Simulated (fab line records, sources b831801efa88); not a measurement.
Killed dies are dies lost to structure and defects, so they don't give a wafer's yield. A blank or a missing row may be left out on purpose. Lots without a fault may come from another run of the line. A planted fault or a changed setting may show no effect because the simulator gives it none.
A struck lot beside a sound one | flow gf180mcu | 16 steps out of a route of 602
Sound: wafers L931.3, L931.4, L931.5. Struck: wafer L943.6. (L943.1, L943.3 of the same lot were not struck and are left out.) The cause comes at the end.
At each step with rows: each side's tool, then ch and its chambers, then its first start. Under that, the readings that differ: sound wafers | struck wafers | difference of the means | sigmas: that difference in standard deviations of wafers without a fault.
alike: readings whose means differ by less than 2 such deviations, and words and numbers that are the same on both sides. not compared: withheld readings, readings that some wafer has no value for, bounds like >300 that may hide the same value, and numbers for which the record gives no deviation and whose values overlap.
The two part at a step that has a row with sigmas, a row that says differs or no value, or rows on one side only. Numbers that don't overlap but have no deviation are shown without sigmas and don't part them. A reading that every wafer of one side lacks parts them only if that side has two wafers or more.

GF_POLY_GATE_ETCH_13: etches poly-Si in HBr/Cl2, stops on SiO2, target depth 198.5 nm, time 69.6 s.
  sound on rie_si-02 ch 1,3, day 9 14:07; struck on rie_si-02 ch 3, day 12 18:49
  alike: drypump_motor_current_A, oes_product_au, throttle_valve_pct
  not compared: rf_hours_counter_h
GF_POLY_GATE_STRIP_14: strips in O2/N2.
  sound on plasma_asher-02 ch 0,1, day 9 14:13; struck on plasma_asher-04 ch 0, day 12 18:52
  alike: drypump_motor_current_A, heater_power_w, oes_product_au, platen_temp_c
  not compared: rf_hours_counter_h
then, 2 steps without rows for these wafers: GF_POLY_GATE_CLEAN_15 (cleans in SC1/SC2, time 150 s); GF_POLY_GATE_OXIDATION_16 (stabilise 600 s, purge 300 s, target thk 4 nm).
GF_POLY_GATE_THK_MEAS_17:
  sound on film_metro-01, day 9 15:48; struck on film_metro-02, day 12 20:16
  reading                      | sound          | struck | difference | sigmas
  POLY_GATE_OXIDATION_THK (nm) | 4.13 4.17 4.12 | 3.96   | -0.18      | -3
GF_POLY_GATE_CD_MEAS_18:
  sound on cd_sem-02, day 9 15:53; struck on cd_sem-02, day 12 20:20
  alike: cd_nm
then, 6 steps without rows for these wafers: GF_HV_LDD_DEHYDRATE_00 (time 60 s); GF_HV_LDD_HMDS_01 (prime time 60 s); GF_HV_LDD_COAT_02 (resist thk 1000 nm); GF_HV_LDD_SOFTBAKE_03 (time 60 s); GF_HV_LDD_EXPOSE_04 (exposes mask Nplus LV AREA, target cd 400 nm); GF_HV_LDD_PEB_05.
GF_HV_LDD_DEVELOP_06: develop time 60 s.
  sound on litho_track-04 ch 0, day 10 08:41; struck on litho_track-03 ch 0, day 13 15:44
GF_HV_LDD_CD_MEAS_07: target cd 400 nm.
  sound on cd_sem-01, day 10 08:49; struck on cd_sem-02, day 13 15:54
  reading    | sound             | struck | difference | sigmas
  cd_nm (nm) | 401.4 403.4 406.4 | 356.4  | -47.3      | -16
GF_HV_LDD_OVL_MEAS_08:
  sound on overlay-01, day 10 08:55; struck on overlay-01, day 13 16:01
  alike: HV_LDD_OVL
then, 1 step without rows for these wafers: GF_PASSIVATION_PROBE_99.

WHERE THEY PART
First at GF_POLY_GATE_THK_MEAS_17; last, within this record, at GF_HV_LDD_CD_MEAS_07. Later steps at which nothing parts them and some readings are alike: GF_HV_LDD_OVL_MEAS_08.

WHY: what the simulator had put in
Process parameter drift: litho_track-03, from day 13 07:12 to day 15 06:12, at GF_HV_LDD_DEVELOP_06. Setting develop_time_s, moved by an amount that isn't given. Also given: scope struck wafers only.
